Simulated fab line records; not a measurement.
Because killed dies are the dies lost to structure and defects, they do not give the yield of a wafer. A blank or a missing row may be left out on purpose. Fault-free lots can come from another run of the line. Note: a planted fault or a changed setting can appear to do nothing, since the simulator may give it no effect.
Problem report, 8D (eight disciplines) form, completed by code | flow gf180mcu | the parts of the form that need people (team, actions taken, sign-off) are left out

== 1. WHAT WENT WRONG ==
At GF_MVSD_DEVELOP_06, developer_temp_C averages 22.15 C over 6 wafers from 2 lots, while fault-free wafers read 23.00 C, standard deviation 0.092. That puts it -9.3 standard deviations away from the usual mean.
The step: develop time 60 s.
First observed at day 8 07:00: wafer L442.3, on litho_track-04. The record has a number at this step for 42 wafers belonging to 14 lots. Rule for "out", or "out of limits": more than 4 standard deviations from the usual mean. The rest of the wafers with a number are treated as sound.

== 2. WHAT IT IS, WHAT IT ISN'T ==
question                    | is                     | is not
which readings at this step | developer_temp_C       | chill_plate_temp_C
which lots                  | L442, L447             | L426, L428, L429, L431, L433, L434, L435, L437, L439, L440, L444, L448
which wafers of those lots  | all that have a number | -
read on which tools         | litho_track-04         | litho_track-01, litho_track-02
when                        | from day 8 07:00       | up to then (30 sound wafers); but 6 sound wafers of L444, L448 came after

== 3. THE SUSPECTS, EACH WITH WHAT RULES IT OUT ==
Counting: a tool at a process step up to the reading stays a suspect if it ran every lot that is out and no sound lot after the first of them.
- litho_track-04 at GF_MVSD_DEVELOP_06 (develop time 60 s): kept. It ran every lot that is out, first L442 (day 8 07:00), and no sound lot after that; its last sound lot up to then is L440 (day 7 20:00). Out on those wafers are its own readings of developer_temp_C.
The count leaves litho_track-04 at GF_MVSD_DEVELOP_06.

== 4. THE CAUSE (what the simulator had put in) ==
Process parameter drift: litho_track-04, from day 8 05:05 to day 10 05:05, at GF_MVSD_DEVELOP_06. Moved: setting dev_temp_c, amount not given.
Counting left only this tool.

== 5. THE CHAIN OF EFFECTS, in route order ==
Each row: a reading whose mean over the struck wafers that have a number lies more than 3 standard deviations from the usual. Readings are gone through only where the record gives a usual standard deviation; hours: the median, over the lots, of the time from a lot's start at the first step in this table giving one to that lot's start at this step; sigmas: the change measured in usual standard deviations.
hours | step               | reading          | usual   | on struck wafers | change | sigmas
0     | GF_MVSD_DEVELOP_06 | developer_temp_C | 23.00 C | 22.15            | -0.85  | -9.3
The process steps in it:
- GF_MVSD_DEVELOP_06: develop time 60 s.
Later measuring or inspecting steps at which every struck wafer that the step has a row for has a number for every such reading, and none has moved that far: GF_POLY_GATE_OVL_MEAS_11.

== 6. WHAT WOULD HAVE CAUGHT IT SOONER ==
In this record no reading fell out of limits until day 8 07:00, 2 hours after the fault had begun at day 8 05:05.
